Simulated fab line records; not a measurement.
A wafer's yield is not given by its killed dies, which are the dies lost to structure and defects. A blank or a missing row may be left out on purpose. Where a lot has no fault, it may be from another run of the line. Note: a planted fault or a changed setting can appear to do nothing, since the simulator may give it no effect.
The tool behind it: which one? | flow gf180mcu | 7 lots, 21 wafers sampled, at 1 step of a route of 602

== WHAT THE GAUGES SHOWED, per wafer ==
GF_M2_THK_MEAS_06: measures by xrf.
lot  | measured     | on            | M2_ALCU_THK (nm)
L726 | day 18 12:05 | film metro-02 | 466 453 462
L729 | day 19 19:16 | film metro-04 | 446 438 438
L736 | day 22 15:28 | film metro-04 | 459 451 458
L738 | day 23 03:58 | film metro-04 | 459 460 460
L741 | day 24 03:11 | film metro-02 | 450 444 449
L743 | day 24 19:44 | film metro-04 | 444 453 448
L748 | day 26 06:51 | film metro-04 | 452 449 447

== EACH LOT AND THE TOOL THAT RAN IT (in order: tool; ch and the chambers of the sampled wafers; start) ==
The record shows no process step preceding these readings.

== THE ANSWER, worked out from the rows above alone ==
Rule: the lots themselves supply what counts as usual. Put in order of their means at a reading, lots are off if they are a third of the lots or fewer, leave a main group of 4 or more, and stand apart from it by a gap of 3 or more times the standard deviation of the main group's means; of several such gaps the widest counts. A main group is skipped when, at the precision printed for the reading in the tables above, its means are all equal. A lot without any number at a reading at which 4 lots or more have one is off too. The other lots that the step has rows for count as sound.
No lot is off on any of the readings shown, so nothing can be concluded from this.

== WHAT THE SIMULATOR PUT IN ==
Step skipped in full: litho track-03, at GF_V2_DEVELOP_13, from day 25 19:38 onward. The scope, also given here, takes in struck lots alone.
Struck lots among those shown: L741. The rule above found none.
